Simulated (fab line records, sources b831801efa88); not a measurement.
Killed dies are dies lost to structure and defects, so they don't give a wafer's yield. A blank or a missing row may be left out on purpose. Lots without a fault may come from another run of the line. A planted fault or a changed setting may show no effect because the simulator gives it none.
One fault seen from 2 desks | flow gf180mcu | each desk has only its own numbers; what lay behind them comes last

THE TOOL OWNER'S DESK: litho_track-04
The tool's own readings at GF_PSD_DEVELOP_06 (develop time 60 s): means of the sampled wafers that have a number, for each lot that ran on this tool. A lot is out of limits, marked OUT, if its mean lies more than 4 standard deviations from the usual mean; the brackets give that distance.
Columns: A = developer_temp_C at GF_PSD_DEVELOP_06, usual 23.02 C
lot  | first seen here | A
L954 | day 15 20:08    | 22.89
L955 | day 16 04:56    | 23.00
L959 | day 17 22:59    | 23.06
L962 | day 18 21:11    | 22.99
L964 | day 19 15:40    | 25.37 (+23) OUT
L965 | day 19 19:19    | 25.22 (+22) OUT
L966 | day 20 06:13    | 25.33 (+23) OUT
This desk's finding: out of limits on L964, L965, L966; first on L964, day 19 15:40 (developer_temp_C at GF_PSD_DEVELOP_06). In limits: L954, L955, L959, L962.

THE METROLOGY DESK
What the gauges read, lot by lot, whatever tool the lot ran on: means of the sampled wafers that have a number. A lot is out of limits, marked OUT, if its mean lies more than 4 standard deviations from the usual mean; the brackets give that distance.
Columns: A = cd_nm at GF_HV_LDD_CD_MEAS_19, usual 400.0 nm; B = cd_nm at GF_PSD_CD_MEAS_07, usual 398.5 nm; C = NSD_RS at GF_PSD_RS_MEAS_14, usual 46.10 ohm/sq
lot  | first seen here | A     | B                | C
L950 | day 11 06:08    | 403.0 | 397.3            | 45.97
L951 | day 11 07:08    | 400.5 | 399.6            | 46.06
L954 | day 12 05:39    | 397.0 | 404.2            | 46.18
L955 | day 12 13:09    | 397.1 | 399.4            | 45.97
L957 | day 13 08:39    | 394.4 | 399.1            | 46.23
L958 | day 13 13:10    | 399.5 | 399.4            | 46.09
L959 | day 14 02:49    | 399.4 | 397.6            | 46.34
L962 | day 14 21:06    | 402.8 | 399.0            | 46.02
L963 | day 15 06:27    | 399.3 | 399.1            | 45.93
L964 | day 15 12:02    | 396.6 | 388.4 (-4.4) OUT | 46.19
L965 | day 15 15:32    | 398.3 | 388.5 (-4.3) OUT | 45.96
L966 | day 16 04:56    | 399.4 | 389.0 (-4.1) OUT | 46.26
L972 | day 18 11:52    | 399.8 | 401.7            | 46.03
This desk's finding: out of limits on L964, L965, L966; first on L964, day 19 15:49 (cd_nm at GF_PSD_CD_MEAS_07). In limits: L950, L951, L954, L955, L957, L958, L959, L962, L963, L972.

PUT TOGETHER
The tool owner's desk could have raised an alarm at day 19 15:40, on L964, L965, L966.
The metrology desk could have raised an alarm at day 19 15:49, on L964, L965, L966.
Of the lots named, all ran GF_PSD_DEVELOP_06 on litho_track-04.

WHAT THE SIMULATOR HAD PUT IN
Process parameter drift: litho_track-04, from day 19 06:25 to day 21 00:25, at GF_PSD_DEVELOP_06. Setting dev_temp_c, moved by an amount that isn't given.
Lots struck among those shown: L964, L965, L966.
Hours from the fault's start to each desk's first reading out of limits: the tool owner's desk, 9; the metrology desk, 9.
